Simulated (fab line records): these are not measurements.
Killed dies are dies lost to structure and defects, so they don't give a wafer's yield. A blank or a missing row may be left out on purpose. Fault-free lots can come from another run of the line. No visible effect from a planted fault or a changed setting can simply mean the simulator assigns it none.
fab line records	flow sky130
[record] lots = 13	wafers = 39	lastDay = 50
route steps=708 shown FIELD_ISO@3 VT_ADJUST_LVTN@107 VT_ADJUST_NCORE@129 PAD_OPEN@708
lots that met no fault: from a run of the same line without faults
startH: start of the lot's first displayed wafer, in hours after the record's first day	waitH: hours since the lot's step before	" the same as in the row above	L1.1+2: a single row standing in for several wafers	- no value, or no start given	* or withheld: withheld	< > ~ a bound
route shown NAME@n: names a module that has steps shown in the file, with the first one's number in the route	usual: average and standard deviation across the fault-free wafers	same: alike in all rows	chamber/n: place in a boat	sites: per-site readings	_std_site: the standard deviation of these	_edge_site: inner sites' mean taken away from outer sites' mean	radiusMm: how far each site lies from the wafer's centre	mask NAME#n: copy n	behind: the tool/chamber that last shaped the wafer	hold: cause of the lot's hold/its duration in hours/its outcome	device: whichever transistor did not switch (one of n, p or np)	end of line: the route-end tests of the same wafers	a step given without rows: its recipe and nothing more	killed: not the wafer's yield, but the dies lost to structure and defects at the first sort	map: per-die view of a wafer (x killed, . not killed, _ where there is no die)
set.NAME: the setting as run; set.NAME@STEP: as run at that earlier step	model.NAME: the simulator's own value behind a step, which no gauge read
the route's steps for a sample of lots (tables are steps, rows are wafers)
services: from which hour (startH, from the record's first day; less than 0 if before it) a tool's chamber was out of use, for how many hours, and why
[[steps]]
[step SKY_FIELD_ISO_THK_MEAS_02]
[recipe] reads = SiO2_of_FIELD_ISO_OXIDATION_01
[usual] FIELD_ISO_OXIDATION_00_THK = 11.93/0.22
lot.wafer	tool	chamber	startH	waitH	FIELD_ISO_OXIDATION_00_THK[nm]
L593.1	filmMetro-03	-	11.63	0.0	11.78
L593.4	"	-	"	"	11.72
L593.6	"	-	"	"	11.74
L594.2	filmMetro-02	-	16.64	0.0	12.00
L594.3	"	-	"	"	11.91
L594.6	"	-	"	"	11.90
L596.3	filmMetro-01	-	30.09	0.0	11.88
L596.4	"	-	"	"	12.00
L596.5	"	-	"	"	12.07
L597.1	filmMetro-03	-	33.30	0.0	11.91
L597.4	"	-	"	"	11.88
L597.6	"	-	"	"	11.86
L598.1	filmMetro-02	-	39.60	0.0	11.96
L598.4	"	-	"	"	11.92
L598.6	"	-	"	"	12.04
L600.2	filmMetro-01	-	49.58	0.0	12.23
L600.3	"	-	"	"	12.11
L600.5	"	-	"	"	12.15
L602.2	filmMetro-02	-	58.02	0.0	11.89
L602.5	"	-	"	"	12.05
L602.6	"	-	"	"	12.02
L607.1	filmMetro-01	-	81.96	0.0	11.83
L607.2	"	-	"	"	11.66
L607.3	"	-	"	"	11.95
L611.2	filmMetro-03	-	103.08	0.0	11.85
L611.3	"	-	"	"	11.93
L611.4	"	-	"	"	11.84
L612.1	filmMetro-02	-	107.15	0.0	12.05
L612.3	"	-	"	"	12.05
L612.5	"	-	"	"	11.97
L614.1	filmMetro-01	-	116.63	0.0	12.05
L614.3	"	-	"	"	12.09
L614.6	"	-	"	"	12.13
L615.1	filmMetro-02	-	121.63	0.0	11.48
L615.3	"	-	"	"	11.52
L615.4	"	-	"	"	11.78
L616.1	filmMetro-03	-	126.63	0.0	12.58
L616.3	"	-	"	"	12.31
L616.4	"	-	"	"	12.49
[step SKY_FIELD_ISO_CMP_27]
[recipe] stopOn = Si3N4	tOverpolishS = 16	downForcePsi = 4	platenRpm = 60	targetThkNm = 457.8	padVelocityMS = 0.94248
[usual] motorCurrentA = 12.1/1.2	overpolishRunS = 16.001/0.0098	timeToEndpointS = 111/5.6
lot.wafer	tool	chamber	startH	waitH	motorCurrentA	overpolishRunS	timeToEndpointS
L593.1	cmp-01	2	38.19	0.1	11.0	16.002	114
L593.4	"	3	"	"	11.7	16.009	109
L593.6	"	1	"	"	11.5	16.010	122
L594.2	cmp-02	2	41.10	0.0	13.9	15.992	105
L594.3	"	0	"	"	10.7	15.995	115
L594.6	"	2	"	"	14.5	15.995	106
L596.3	cmp-01	2	53.62	0.0	10.9	15.996	115
L596.4	"	1	"	"	11.4	16.007	124
L596.5	"	2	"	"	10.8	16.010	117
L597.1	cmp-02	0	55.01	0.0	11.9	16.005	122
L597.4	"	1	"	"	11.2	15.997	108
L597.6	"	0	"	"	11.9	15.996	122
L598.1	cmp-02	1	62.13	0.0	11.8	16.017	104
L598.4	"	2	"	"	14.6	16.000	109
L598.6	"	1	"	"	11.8	16.003	105
L600.3	cmp-01	1	70.95	0.1	11.9	15.998	119
L600.2	"	2	"	"	11.1	16.013	110
L600.5	"	3	"	"	11.6	16.002	108
L602.2	cmp-01	0	83.33	0.0	10.3	16.002	111
L602.5	"	0	"	"	11.2	15.993	109
L602.6	"	1	"	"	11.5	15.995	117
L607.3	cmp-01	3	108.12	0.1	12.1	16.020	211
L607.1	"	0	"	"	11.0	16.017	108
L607.2	"	1	"	"	11.4	16.003	228
L611.3	cmp-01	3	126.40	0.0	11.4	16.007	211
L611.2	"	1	"	"	11.8	16.000	226
L611.4	"	2	"	"	11.5	16.013	108
L612.3	cmp-02	3	132.51	0.0	14.6	16.001	111
L612.1	"	0	"	"	11.2	16.005	117
L612.5	"	0	"	"	11.5	15.993	116
L614.3	cmp-02	0	141.57	0.0	11.0	16.008	118
L614.1	"	3	"	"	13.6	15.991	112
L614.6	"	1	"	"	11.7	16.018	104
L615.1	cmp-02	2	148.75	0.0	14.2	15.998	114
L615.4	"	3	"	"	13.5	15.990	119
L615.3	"	0	"	"	11.4	15.992	124
L616.3	cmp-02	0	151.41	0.0	11.9	16.005	118
L616.1	"	2	"	"	14.6	15.985	110
L616.4	"	3	"	"	13.3	16.014	114
[step SKY_VT_ADJUST_LVTN_TW_MEAS_10]
[usual] VT_ADJUST_LVTN_TW = 241.1/1.2
lot.wafer	tool	chamber	startH	waitH	VT_ADJUST_LVTN_TW
L593.1	filmMetro-01	-	144.91	0.1	242.8
L593.4	"	-	"	"	241.9
L593.6	"	-	"	"	243.4
L594.2	filmMetro-04	-	150.16	0.1	239.4
L594.3	"	-	"	"	241.5
L594.6	"	-	"	"	241.5
L596.3	filmMetro-04	-	167.54	0.1	241.1
L596.4	"	-	"	"	241.8
L596.5	"	-	"	"	241.2
L597.1	filmMetro-01	-	176.35	0.1	242.2
L597.4	"	-	"	"	242.4
L597.6	"	-	"	"	241.7
L598.1	filmMetro-04	-	177.12	0.1	241.1
L598.4	"	-	"	"	240.1
L598.6	"	-	"	"	239.7
L600.2	filmMetro-02	-	189.68	0.1	239.0
L600.3	"	-	"	"	239.7
L600.5	"	-	"	"	239.4
L602.2	filmMetro-02	-	206.73	0.1	238.3
L602.5	"	-	"	"	238.9
L602.6	"	-	"	"	239.8
L607.1	filmMetro-01	-	234.91	0.1	240.8
L607.2	"	-	"	"	241.7
L607.3	"	-	"	"	242.2
L611.2	filmMetro-02	-	258.06	0.1	239.2
L611.3	"	-	"	"	238.6
L611.4	"	-	"	"	240.7
L612.1	filmMetro-04	-	265.57	0.1	240.8
L612.3	"	-	"	"	240.5
L612.5	"	-	"	"	241.3
L614.1	filmMetro-01	-	280.16	0.1	241.8
L614.3	"	-	"	"	243.3
L614.6	"	-	"	"	241.9
L615.1	filmMetro-04	-	287.46	0.1	238.9
L615.3	"	-	"	"	241.2
L615.4	"	-	"	"	242.0
L616.1	filmMetro-01	-	289.75	0.1	240.6
L616.3	"	-	"	"	239.8
L616.4	"	-	"	"	239.3
[step SKY_VT_ADJUST_NCORE_STRIP_10]
[recipe] chemistry = O2/N2	powerW = 1400	pressureMtorr = 1500	platenTempC = withheld	o2FlowSccm = 3000	n2FlowSccm = 300	overashFraction = 0.5
[usual] chamberPressureMTorr = 1500.0/1.3	drypumpMotorCurrentA = 5.69/0.26	oesProductAu = 0.715/0.0044	stripTimeToEndpointS = 14.20/0.043
[same] overashFraction = 0.5
lot.wafer	tool	chamber	startH	waitH	chamberPressureMTorr	drypumpMotorCurrentA	oesProductAu	rfHoursCounterH	stripTimeToEndpointS
L593.1	plasmaAsher-02	1	186.27	0.1	1499.6	6.04	0.718	45	14.21
L593.4	"	0	"	"	1501.1	5.42	0.716	-	14.23
L593.6	"	1	"	"	1501.1	6.04	0.720	-	14.26
L594.2	plasmaAsher-02	0	191.19	0.1	1500.3	5.43	0.715	45	14.23
L594.3	"	0	"	"	1501.3	5.41	0.713	-	14.24
L594.6	"	0	"	"	1496.9	5.43	0.711	-	14.26
L596.3	plasmaAsher-01	0	210.51	0.1	1500.0	5.57	0.721	-	14.20
L596.4	"	1	"	"	1499.1	5.72	0.717	-	14.20
L596.5	"	0	"	"	1498.6	5.57	0.719	-	14.23
L597.1	plasmaAsher-02	0	219.37	0.1	1499.1	5.41	0.720	48	14.14
L597.4	"	1	"	"	1500.8	6.04	0.715	-	14.15
L597.6	"	0	"	"	1499.7	5.42	0.718	-	14.15
L598.1	plasmaAsher-02	0	220.39	0.1	1503.6	5.43	0.715	48	14.28
L598.4	"	1	"	"	1499.4	6.03	0.708	-	14.27
L598.6	"	1	"	"	1500.1	6.02	0.713	-	14.27
L600.2	plasmaAsher-02	1	234.07	0.1	1497.4	6.05	0.713	49	14.10
L600.3	"	1	"	"	1497.7	6.05	0.716	-	14.17
L600.5	"	0	"	"	1500.5	5.40	0.713	-	14.13
L602.2	plasmaAsher-01	0	252.37	0.1	1498.9	5.57	0.708	13	14.21
L602.5	"	1	"	"	1499.7	5.72	0.714	-	14.22
L602.6	"	0	"	"	1498.8	5.56	0.713	-	14.20
L607.1	plasmaAsher-02	0	282.73	0.1	1499.9	5.42	0.718	54	14.19
L607.2	"	1	"	"	1497.1	6.05	0.715	54	14.19
L607.3	"	1	"	"	1501.7	6.02	0.712	-	14.22
L611.2	plasmaAsher-02	0	307.78	0.1	1498.6	5.41	0.707	57	14.18
L611.3	"	0	"	"	1501.3	5.41	0.723	-	14.18
L611.4	"	1	"	"	1501.5	6.04	0.722	-	14.24
L612.1	plasmaAsher-02	1	314.27	0.1	1500.7	6.06	0.719	58	14.19
L612.3	"	1	"	"	1497.7	6.03	0.717	-	14.21
L612.5	"	1	"	"	1498.6	6.04	0.720	-	14.22
L614.1	plasmaAsher-04	0	329.08	0.1	1500.7	5.44	0.716	65	14.24
L614.3	"	1	"	"	1500.7	5.92	0.711	-	14.21
L614.6	"	1	"	"	1500.4	5.90	0.715	-	14.23
L615.1	plasmaAsher-04	0	335.32	0.1	1500.4	5.40	0.709	65	14.28
L615.3	"	0	"	"	1498.3	5.39	0.714	-	14.20
L615.4	"	1	"	"	1499.0	5.92	0.716	-	14.28
L616.1	plasmaAsher-02	1	338.18	0.1	1503.7	6.02	0.717	60	14.17
L616.3	"	0	"	"	1502.6	5.40	0.718	-	14.17
L616.4	"	1	"	"	1497.8	6.01	0.711	-	14.17
[step SKY_PAD_OPEN_PROBE_99]
[usual] killed_at_M0_to_M3 = 43/6.1	killed_at_M4_up = 3.5/2	killedAtContacts = 25/5.1	killedAtFrontEnd = 14/4.2	killedAtOther = 0.3/0.55	killedDies = 86/8.3	killedOpen = 46/7.2	killedShort = 39/6
[same] grossDies = 492	killedAtBackSide = 0
lot.wafer	tool	chamber	startH	waitH	killed_at_M0_to_M3	killed_at_M4_up	killedAtContacts	killedAtFrontEnd	killedAtOther	killedDies	killedOpen	killedShort
L593.1	prober-01	-	1085.99	0.1	40	2	31	8	0	81	44	37
L593.4	prober-01	-	1086.14	0.2	50	1	16	6	0	73	49	24
L593.6	prober-01	-	1086.24	0.2	39	5	26	15	0	85	45	40
L597.1	prober-02	-	1112.93	0.1	56	10	33	17	1	117	63	54
L597.4	prober-02	-	1113.08	0.2	36	4	15	12	0	67	32	35
L597.6	prober-02	-	1113.18	0.2	44	3	25	14	0	86	40	46
L598.1	prober-01	-	1115.33	0.1	38	9	19	20	1	87	46	41
L598.4	prober-01	-	1115.48	0.2	47	1	19	17	0	84	45	39
L598.6	prober-01	-	1115.58	0.2	38	1	29	13	0	81	44	36
L607.1	prober-02	-	1151.23	0.1	41	2	15	17	0	75	41	34
L607.2	prober-02	-	1151.28	0.1	36	1	29	12	0	78	50	28
L607.3	prober-02	-	1151.33	0.2	45	3	21	15	0	84	45	39
L612.1	prober-02	-	1178.17	0.1	51	4	17	23	0	95	49	46
L612.3	prober-02	-	1178.27	0.2	48	4	28	20	0	100	56	44
L612.5	prober-02	-	1178.37	0.2	51	2	25	19	0	97	43	53
// killed by level:class
L593.1 CONTACT:geometricParticle:open=11 VIA1:geometricParticle:open=7 LI_CONTACT:geometricParticle:short=6 METAL2:geometricParticle:short=6 VIA2:geometricParticle:open=6 LI_CONTACT:geometricParticle:open=5 VIA3:geometricParticle:open=5 VIA2:geometricParticle:short=5
L593.4 VIA3:geometricParticle:open=19 CONTACT:geometricParticle:open=7 VIA1:geometricParticle:open=7 VIA2:geometricParticle:open=6 METAL2:geometricParticle:short=5 VIA1:geometricParticle:short=4 POLY_GATE:geometricParticle:short=3 LI_CONTACT:geometricParticle:open=3
L593.6 CONTACT:geometricParticle:open=9 CONTACT:geometricParticle:short=7 VIA1:geometricParticle:open=6 VIA2:geometricParticle:open=6 LI_CONTACT:geometricParticle:open=5 VIA3:geometricParticle:open=5 VIA2:geometricParticle:short=5 FIELD_ISO:geometricParticle:short=4
L597.1 LI_CONTACT:geometricParticle:open=11 VIA2:geometricParticle:open=10 VIA1:geometricParticle:open=10 CONTACT:geometricParticle:open=9 METAL4:geometricParticle:short=8 VIA1:geometricParticle:short=7 METAL2:geometricParticle:short=7 VIA3:geometricParticle:open=6
L597.4 VIA1:geometricParticle:open=11 VIA1:geometricParticle:short=6 METAL2:geometricParticle:short=6 LI_CONTACT:geometricParticle:open=5 FIELD_ISO:geometricParticle:open=4 LI_CONTACT:geometricParticle:short=4 FIELD_ISO:geometricParticle:short=3 CONTACT:geometricParticle:short=3
L597.6 METAL2:geometricParticle:short=11 CONTACT:geometricParticle:open=10 VIA1:geometricParticle:open=9 CONTACT:geometricParticle:short=7 METAL1:geometricParticle:short=6 LI_CONTACT:geometricParticle:open=6 POLY_GATE:geometricParticle:short=5 VIA2:geometricParticle:open=5
L598.1 VIA1:geometricParticle:open=9 FIELD_ISO:geometricParticle:open=7 METAL1:geometricParticle:short=7 METAL4:geometricParticle:short=7 VIA2:geometricParticle:open=6 LOCAL_INTERCONNECT:geometricParticle:short=5 CONTACT:geometricParticle:open=5 POLY_GATE:geometricParticle:short=4
L598.4 METAL1:geometricParticle:short=12 CONTACT:geometricParticle:open=7 VIA1:geometricParticle:open=7 VIA2:geometricParticle:open=7 VIA3:geometricParticle:open=5 LI_CONTACT:geometricParticle:open=5 FIELD_ISO:geometricParticle:open=4 POLY_GATE:geometricParticle:short=4
L598.6 CONTACT:geometricParticle:open=12 VIA2:geometricParticle:open=7 VIA3:geometricParticle:open=7 POLY_GATE:geometricParticle:open=5 LI_CONTACT:geometricParticle:open=5 METAL1:geometricParticle:short=5 LI_CONTACT:geometricParticle:short=4 VIA1:geometricParticle:open=4
L607.1 VIA1:geometricParticle:open=13 POLY_GATE:geometricParticle:open=6 LI_CONTACT:geometricParticle:open=6 VIA2:geometricParticle:open=6 FIELD_ISO:geometricParticle:short=4 METAL2:geometricParticle:short=4 VIA3:geometricParticle:short=4 CONTACT:geometricParticle:open=3
L607.2 LI_CONTACT:geometricParticle:open=13 CONTACT:geometricParticle:open=11 VIA2:geometricParticle:open=7 VIA1:geometricParticle:open=6 VIA3:geometricParticle:open=6 FIELD_ISO:geometricParticle:open=4 FIELD_ISO:geometricParticle:short=4 METAL1:geometricParticle:short=4
L607.3 VIA1:geometricParticle:open=9 LI_CONTACT:geometricParticle:open=7 CONTACT:geometricParticle:open=7 VIA2:geometricParticle:open=7 METAL1:geometricParticle:short=6 VIA2:geometricParticle:short=6 POLY_GATE:geometricParticle:short=5 VIA3:geometricParticle:open=5
L612.1 VIA1:geometricParticle:open=10 METAL1:geometricParticle:short=9 FIELD_ISO:geometricParticle:short=8 VIA3:geometricParticle:open=7 CONTACT:geometricParticle:open=6 FIELD_ISO:geometricParticle:open=6 VIA3:geometricParticle:short=6 POLY_GATE:geometricParticle:short=5
L612.3 CONTACT:geometricParticle:open=17 VIA3:geometricParticle:open=12 VIA1:geometricParticle:open=8 METAL1:geometricParticle:short=7 VIA3:geometricParticle:short=7 POLY_GATE:geometricParticle:open=5 FIELD_ISO:geometricParticle:open=4 POLY_GATE:geometricParticle:short=4
L612.5 CONTACT:geometricParticle:open=10 METAL1:geometricParticle:short=10 VIA3:geometricParticle:open=8 VIA1:geometricParticle:open=6 VIA2:geometricParticle:open=6 POLY_GATE:geometricParticle:short=5 CONTACT:geometricParticle:short=5 VIA1:geometricParticle:short=5
[[services]]
tool	chamber	startH	hours	kind
cmp-02	-	20.65	4.2	pm
cmp-02	-	25.67	14.6	repair
plasmaAsher-02	-	34.88	2.4	repair
cmp-01	-	48.35	0.6	repair
cmp-01	-	64.25	4.0	pm
cmp-01	-	65.05	0.7	repair
cmp-02	-	75.45	0.2	repair
plasmaAsher-04	-	78.24	2.8	pm
plasmaAsher-01	-	81.10	0.7	repair
cmp-02	-	88.53	0.5	repair
cmp-02	-	103.56	0.8	repair
plasmaAsher-01	-	108.75	9.0	pm
cmp-01	-	121.28	0.4	repair
cmp-01	-	151.17	1.9	repair
cmp-02	-	153.23	1.4	repair
cmp-01	-	167.26	5.9	repair
cmp-01	-	195.90	3.7	repair
cmp-01	-	197.14	1.6	repair
cmp-02	-	232.00	4.0	pm
plasmaAsher-04	-	234.41	0.7	repair
cmp-01	-	237.99	3.2	repair
cmp-02	-	269.44	0.2	repair
cmp-02	-	287.37	0.5	repair
plasmaAsher-01	-	290.98	15.6	pm
[[key]]
[firstSign] step = SKY_FIELD_ISO_CMP_27	reading = timeToEndpointS	direction = up	sigmas = 19	usual = *	struck = *
effect none on later readings
metAt SKY_FIELD_ISO_CMP_27
struckLots L607,L611
struckWafers L607.2,L607.3,L611.2,L611.3
testerLeftOut L607,L611
notActingAt SKY_FIELD_ISO_THK_MEAS_02,SKY_VT_ADJUST_LVTN_TW_MEAS_10,SKY_VT_ADJUST_NCORE_STRIP_10
onsetBetween 83.33 108.12
[fault] kind = processParameterDrift	tool = cmp-01	chamber = -	onsetH = 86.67	steps = SKY_FIELD_ISO_CMP_27	channel = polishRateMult	offset = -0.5	shape = step	endH = 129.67	scope = struckWafersOnly
// testerLeftOut: of these lots the tester's yield and bins aren't shown, on N5 and GAA mostly nor the transistor test; their killed dies are dies lost to structure and defects alone, not to doping, threshold or leakage, so they don't give the yield
